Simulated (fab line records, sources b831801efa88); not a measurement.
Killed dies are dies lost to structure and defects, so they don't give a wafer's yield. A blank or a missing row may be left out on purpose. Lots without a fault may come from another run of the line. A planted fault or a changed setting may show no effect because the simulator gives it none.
Chamber matching | flow sky130 | SKY_VIA4_ETCH_12 on rie_diel-02: 4 sister chambers
The step etches SiO2 in C4F8/O2/Ar, stops on TiN, target depth 580 nm. 14 wafers are shown with their chamber, then 6 later ones without.

WAFERS WITH THEIR CHAMBER
wafer  | chamber | bias_w (W) | oes_product_au (a.u.)
L125.1 | 3       | 1201       | 0.926
L125.3 | 2       | 1201       | 0.925
L125.5 | 3       | 1196       | 0.925
L126.4 | 2       | 1200       | 0.930
L126.5 | 2       | 1205       | 0.919
L126.6 | 1       | 1205       | 0.927
L128.1 | 1       | 1199       | 0.934
L128.3 | 0       | 1208       | 0.926
L128.6 | 1       | 1205       | 0.932
L130.1 | 1       | 1193       | 0.929
L130.3 | 2       | 1200       | 0.930
L130.4 | 3       | 1196       | 0.928
L132.1 | 1       | 1197       | 0.919
L132.2 | 0       | 1202       | 0.933

SIGNATURES (means of the wafers above)
reading        | chamber 0 | chamber 1 | chamber 2 | chamber 3 | scatter within a chamber
bias_w         | 1205.00   | 1199.80   | 1201.50   | 1197.67   | 4.01
oes_product_au | 0.92950   | 0.92820   | 0.92600   | 0.92633   | 0.00496
Rule: a wafer's distance from a chamber is the root of the sum, over the readings, of the square of ((its reading less the chamber's mean) divided by the reading's scatter). The wafer belongs to the nearest chamber; if the next one is less than 2 further off, it can't be placed. The scatter: the root of (the sum of the squares of (reading less its chamber's mean) over the shown wafers, divided by (wafers less chambers)).

WAFERS WITHOUT THEIR CHAMBER
wafer  | bias_w (W) | oes_product_au (a.u.)
L132.4 | 1203       | 0.926
L136.2 | 1203       | 0.924
L136.3 | 1198       | 0.925
L136.6 | 1199       | 0.919
L142.1 | 1210       | 0.928
L142.5 | 1198       | 0.935

WHICH CHAMBER EACH WENT THROUGH
wafer  | from the rows above               | in truth
L132.4 | can't be placed: 2 or 0 or 1 or 3 | 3
L136.2 | can't be placed: 2 or 1 or 0 or 3 | 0
L136.3 | can't be placed: 3 or 1 or 2 or 0 | 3
L136.6 | can't be placed: 3 or 2 or 1 or 0 | 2
L142.1 | can't be placed: 0 or 2 or 1 or 3 | 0
L142.5 | can't be placed: 1 or 3 or 2 or 0 | 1
Placed correctly: 0 of 6. Can't be placed from these rows: 6 (the true chamber is among the candidates in 6). Placed wrongly: 0.
